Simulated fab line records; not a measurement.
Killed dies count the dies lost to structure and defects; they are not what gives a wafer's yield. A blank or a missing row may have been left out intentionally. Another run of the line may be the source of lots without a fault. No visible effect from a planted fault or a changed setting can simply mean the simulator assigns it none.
Which tool was responsible? | flow sky130 | 6 lots, 18 wafers sampled, at 1 step of a route of 708

== WHAT THE GAUGES SHOWED, per wafer ==
SKY_METAL1_RS_MEAS_05: measures by four-point-probe.
lot  | measured     | on            | METAL1_ALCU_RS (ohm/sq)
L191 | day 32 10:21 | film_metro-04 | 0.1259 0.1247 0.1255
L195 | day 33 10:58 | film_metro-02 | 0.1279 0.1278 0.1289
L199 | day 35 05:06 | film_metro-01 | 0.1263 0.1259 0.1257
L205 | day 36 16:08 | film_metro-01 | 0.1292 0.1290 0.1285
L206 | day 36 23:53 | film_metro-01 | 0.1279 0.1269 0.1266
L211 | day 38 12:34 | film_metro-01 | 0.1252 0.1278 0.1241

== WHAT TOOL EACH LOT RAN ON (gives the tool, then ch and the chambers of the sampled wafers, and finally the start) ==
The record holds no process step before these readings.

== THE ANSWER, worked out from the rows above alone ==
Rule: what is usual is taken from the lots themselves. The widest of any qualifying gaps counts: lots, ordered by their means at a reading, are off when they make up no more than a third of the lots, leave a main group of 4 or more, and stand apart from it by 3 or more times the standard deviation of that group's means. A main group is skipped when, at the precision printed for the reading in the tables above, its means are all equal. Also off: a lot with no number at a reading for which 4 or more lots have one. All remaining lots with rows at the step are treated as sound.
Nothing can be told from this: no lot is off at any reading shown.

== WHAT THE SIMULATOR PUT IN ==
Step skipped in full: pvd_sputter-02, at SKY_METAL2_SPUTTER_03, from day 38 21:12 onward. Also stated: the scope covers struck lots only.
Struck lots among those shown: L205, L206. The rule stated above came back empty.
